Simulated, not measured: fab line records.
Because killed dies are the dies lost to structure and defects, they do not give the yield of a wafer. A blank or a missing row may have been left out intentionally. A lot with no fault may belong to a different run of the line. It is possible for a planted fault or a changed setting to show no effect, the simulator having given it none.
Which tool is to blame?	flow sky130	10 lots with 30 wafers sampled at 6 steps, on a route of 708 steps

== WHAT EACH GAUGE READ, for each wafer ==
SKY_SD_N_TW_MEAS_12. Usual: SD_N_TW 4023, standard deviation 38.
lot	measured	on	SD_N_TW	flag
L892	day 29 12:41	film metro-01	3973 3974 4005	
L896	day 30 20:32	film metro-01	3975 3987 3985	
L899	day 31 07:02	film metro-02	4073 4075 4063	
L902	day 32 10:58	film metro-02	4064 4051 4047	
L904	day 33 07:01	film metro-04	3981 4010 4002	
L905	day 33 13:02	film metro-04	3990 3974 3994	
L906	day 33 17:15	film metro-02	3468 3466 3453 3445 3447 3467	OFF
L907	day 34 08:22	film metro-04	3396 3397 3441 3422 3421 3444	OFF
L911	day 36 07:55	film metro-04	4029 4038 4031	
L910	day 36 10:10	film metro-04	4013 4040 4040	

SKY_SD_N_RS_MEAS_16: the measuring method here is four-point-probe. Usual: SD_N_RS 68.47 ohm/sq, standard deviation 0.12.
lot	measured	on	SD_N_RS (ohm/sq)	flag
L892	day 29 12:58	film metro-02	68.37 68.44 68.35	
L896	day 30 20:50	film metro-02	68.51 68.38 68.31	
L899	day 31 07:19	film metro-04	68.45 68.34 68.45	
L902	day 32 11:15	film metro-01	68.44 68.51 68.38	
L904	day 33 07:18	film metro-02	68.66 68.46 68.55	
L905	day 33 13:20	film metro-01	68.50 68.57 68.71	
L906	day 33 20:51	film metro-01	162.62 163.38 162.31 162.37 163.21 162.11	OFF
L907	day 34 10:47	film metro-04	162.20 160.99 155.31 162.47 161.06 155.57	OFF
L911	day 36 08:15	film metro-01	68.79 68.47 68.43	
L910	day 36 10:27	film metro-02	68.53 68.48 68.42	

SKY_LI_CONTACT_THK_MEAS_01. Usual: LI_CONTACT_HDPCVD_THK 924 nm, standard deviation 9.6.
lot	measured	on	LI_CONTACT_HDPCVD_THK (nm)	flag
L892	day 29 13:26	film metro-01	929 924 939	
L896	day 30 21:18	film metro-04	938 924 936	
L899	day 31 07:52	film metro-04	922 935 926	
L902	day 32 11:45	film metro-01	903 901 909	
L904	day 33 07:47	film metro-04	922 929 927	
L905	day 33 13:48	film metro-04	917 910 915	
L911	day 36 08:44	film metro-04	940 941 936	
L910	day 36 10:56	film metro-01	945 927 938	

== TOOL THAT RAN EACH LOT (tool first, then ch and the chambers of the sampled wafers, then the start) ==
lot	SKY_POLY_CUT_ETCH_11	SKY_SD_N_IMPLANT_09	SKY_SD_N_STRIP_11
L892	rie diel-04 ch 0,3, day 25 22:33	implanter-01 ch 0, day 29 12:17	plasma asher-04 ch 0,1, day 29 12:34
L896	rie diel-03 ch 1,3, day 27 07:48	implanter-04 ch 0, day 30 20:09	plasma asher-04 ch 1, day 30 20:26
L899	rie diel-01 ch 1,2,3, day 27 18:55	implanter-01 ch 0, day 31 06:38	plasma asher-04 ch 0,1, day 31 06:56
L902	rie diel-04 ch 0,2,3, day 29 00:12	implanter-01 ch 0, day 32 10:34	plasma asher-03 ch 1, day 32 10:52
L904	rie diel-01 ch 0,1,2, day 29 20:58	implanter-04 ch 0, day 33 06:37	plasma asher-03 ch 0,1, day 33 06:55
L905	rie diel-01 ch 0,1,2, day 30 03:09	implanter-01 ch 0, day 33 12:40	plasma asher-03 ch 0,1, day 33 12:57
L906	rie diel-03 ch 0,1,2, day 30 07:13	implanter-04 ch 0, day 33 16:53	plasma asher-02 ch 0,1, day 33 17:10
L907	rie diel-04 ch 0,1,3, day 30 22:49	implanter-04 ch 0, day 34 07:58	plasma asher-02 ch 0,1, day 34 08:16
L911	rie diel-01 ch 0,2,3, day 33 00:13	implanter-03 ch 0, day 36 07:31	plasma asher-04 ch 0,1, day 36 07:49
L910	rie diel-03 ch 0,1,2, day 33 02:37	implanter-01 ch 0, day 36 09:46	plasma asher-04 ch 0,1, day 36 10:04
- SKY_POLY_CUT_ETCH_11: etches Si3N4 in CF4/CH2F2/Ar, stops on poly-Si, time 42.5 s, target depth 60 nm.
- SKY_SD_N_IMPLANT_09
- SKY_SD_N_STRIP_11: strips in O2/N2.

== AS READ BY THE TOOLS THEMSELVES (means over the sampled wafers that have a number; for cases with no such wafer, the mark the record gives instead) ==
SKY_POLY_CUT_ETCH_11. Usual: drypump motor current A 5.6 A, standard deviation 0.49; oes product au 0.831 a.u., standard deviation 0.0058; throttle valve pct 14.995 %, standard deviation 0.0092.
lot	tool	drypump motor current A (A)	oes product au (a.u.)	throttle valve pct (%)	flag
L892	rie diel-04	6.2	0.824	15.003	
L896	rie diel-03	5.2	0.830	14.989	
L899	rie diel-01	5.3	0.840	14.997	
L902	rie diel-04	5.9	0.823	14.999	
L904	rie diel-01	5.4	0.835	14.988	
L905	rie diel-01	5.4	0.830	14.995	
L906	rie diel-03	5.5	0.831	14.997	
L907	rie diel-04	6.0	0.835	14.995	
L911	rie diel-01	5.6	0.838	14.996	
L910	rie diel-03	5.5	0.836	14.998	

SKY_SD_N_IMPLANT_09. Usual: beam on s 18.0 s, standard deviation 1.2; dose ions cm2 4e+15, standard deviation 4.1e+12; end station pressure torr 1.34e-05 Torr, standard deviation 1e-06; faraday current uA 12204, standard deviation 780.
lot	tool	beam on s (s)	dose ions cm2	end station pressure torr (Torr)	faraday current uA	flag
L892	implanter-01	18.8	4e+15	1.32e-05	11664	
L896	implanter-04	16.6	4e+15	1.34e-05	13163	
L899	implanter-01	19.2	4e+15	1.24e-05	11391	
L902	implanter-01	19.1	4e+15	1.31e-05	11519	
L904	implanter-04	17.1	4e+15	1.45e-05	12795	
L905	implanter-01	18.9	4e+15	1.28e-05	11603	
L906	implanter-04	10.0	5e+14	7.13e-06	2744	OFF
L907	implanter-04	9.8	5e+14	6.97e-06	2796	OFF
L911	implanter-03	19.1	4e+15	1.22e-05	11450	
L910	implanter-01	19.3	4e+15	1.28e-05	11395	

SKY_SD_N_STRIP_11. Usual: drypump motor current A 6.0 A, standard deviation 0.51; oes product au 0.527 a.u., standard deviation 0.0039; strip time to endpoint s 22.56 s, standard deviation 0.038.
lot	tool	drypump motor current A (A)	oes product au (a.u.)	strip time to endpoint s (s)	flag
L892	plasma asher-04	6.1	0.527	22.53	
L896	plasma asher-04	6.0	0.525	22.59	
L899	plasma asher-04	6.3	0.529	22.59	
L902	plasma asher-03	5.5	0.526	22.59	
L904	plasma asher-03	6.2	0.528	22.57	
L905	plasma asher-03	6.2	0.530	22.57	
L906	plasma asher-02	5.2	0.647	16.16	OFF
L907	plasma asher-02	5.4	0.645	16.23	OFF
L911	plasma asher-04	6.3	0.528	22.59	
L910	plasma asher-04	6.3	0.529	22.54	

== THE ANSWER, worked out from the rows above alone ==
Rule: lot off if the mean of its wafers having a number is beyond 3 standard deviations from the usual mean. A lot without any number at a reading at which 4 lots or more have one is off too. All remaining lots with rows at the step are treated as sound. Order of review: gauges by route order, followed by the tools' own readings, for which a lot's mean as printed above is used. The first step at which some lot is off is used, and at that step the reading that is off furthest; a lot without a number counts as furthest.
Off: at SKY_SD_N_TW_MEAS_12 (SD_N_TW), L906, L907.
A tool fits if, at a process step before that reading, it ran every lot that is off, and no sound lot after the first of them. Not tried: the gauges at SKY_SD_N_TW_MEAS_12; whatever is off there is also off at SKY_SD_N_IMPLANT_09, on other tools, and gauge error can't account for it. This does not decide it: 2 tools fit, namely implanter-04 at SKY_SD_N_IMPLANT_09 and plasma asher-02 at SKY_SD_N_STRIP_11.

== WHAT WAS PUT IN BY THE SIMULATOR ==
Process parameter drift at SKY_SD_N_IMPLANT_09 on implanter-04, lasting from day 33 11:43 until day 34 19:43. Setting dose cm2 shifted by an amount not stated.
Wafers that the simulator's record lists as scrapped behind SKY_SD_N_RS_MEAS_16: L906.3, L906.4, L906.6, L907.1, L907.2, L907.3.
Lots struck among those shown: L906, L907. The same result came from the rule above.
